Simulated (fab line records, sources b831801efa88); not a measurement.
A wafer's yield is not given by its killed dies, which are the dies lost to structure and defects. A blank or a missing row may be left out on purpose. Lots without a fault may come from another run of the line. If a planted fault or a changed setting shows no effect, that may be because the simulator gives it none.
A single fault, viewed from 2 desks :: flow sky130 :: only its own numbers are on each desk; what lay behind them is given at the end

## METROLOGY DESK
Means of the sampled wafers that have a number, per lot and without regard to the tool the lot ran on: this is what the gauges read. A lot is out of limits, marked OUT, if its mean lies more than 4 standard deviations from the usual mean; the brackets give that distance.
Columns: A = VIA1_HDPCVD_THK at SKY_VIA1_THK_MEAS_01, usual 1031 nm; B = VIA1_OVL at SKY_VIA1_OVL_MEAS_13, usual 1 nm
lot: L186
first seen here: day 33 03:07
A: 1042
B: -4

lot: L187
first seen here: day 33 17:46
A: 1037
B: 4

lot: L190
first seen here: day 35 02:35
A: 1030
B: 1

lot: L191
first seen here: day 35 12:01
A: 1032
B: -7

lot: L193
first seen here: day 35 18:59
A: 1031
B: 7

lot: L192
first seen here: day 35 19:11
A: 1026
B: -3

lot: L202
first seen here: day 38 14:36
A: 984 (-4.8) OUT
B: -4

lot: L204
first seen here: day 39 04:32
A: 1031
B: -3

lot: L203
first seen here: day 39 04:54
A: 980 (-5.1) OUT
B: -1

lot: L205
first seen here: day 39 22:41
A: 1025
B: -3

lot: L207
first seen here: day 40 00:09
A: 1029
B: 1
Per this desk, out of limits: L202, L203; the first was L202, day 38 14:36 (VIA1_HDPCVD_THK at SKY_VIA1_THK_MEAS_01). L186, L187, L190, L191, L193, L192, L204, L205, L207: within limits.

## FOR THE TOOL OWNER'S DESK: hdpcvd-02
The tool's own readings at SKY_VIA1_HDPCVD_00 (deposits SiO2, target thk 1030 nm, time 171.7 s): means of the sampled wafers that have a number, for each lot that ran on this tool. A lot is out of limits, marked OUT, if its mean lies more than 4 standard deviations from the usual mean; the brackets give that distance.
Columns: A = run length s at SKY_VIA1_HDPCVD_00, usual 199.5 s
lot: L186
first seen here: day 33 03:00
A: 199.1

lot: L190
first seen here: day 35 02:28
A: 199.7

lot: L191
first seen here: day 35 11:54
A: 198.8

lot: L192
first seen here: day 35 19:05
A: 198.9

lot: L202
first seen here: day 38 14:31
A: 190.8 (-14) OUT

lot: L203
first seen here: day 39 04:46
A: 190.6 (-14) OUT
This desk finds L202, L203 out of limits, L202 being first, at day 38 14:31 (run length s at SKY_VIA1_HDPCVD_00). L186, L190, L191, L192: within limits.

## TAKEN TOGETHER
The tool owner's desk had the chance to raise an alarm at day 38 14:31 on L202, L203.
The metrology desk could have raised an alarm at day 38 14:36, on L202, L203.
On hdpcvd-02, each named lot ran SKY_VIA1_HDPCVD_00.

## WHAT HAD BEEN PUT IN BY THE SIMULATOR
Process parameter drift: hdpcvd-02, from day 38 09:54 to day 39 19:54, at SKY_VIA1_HDPCVD_00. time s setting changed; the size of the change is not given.
Lots struck among those shown: L202, L203.
Counting hours from when the fault started, the first reading out of limits came at 5 for the tool owner's desk and at 5 for the metrology desk.
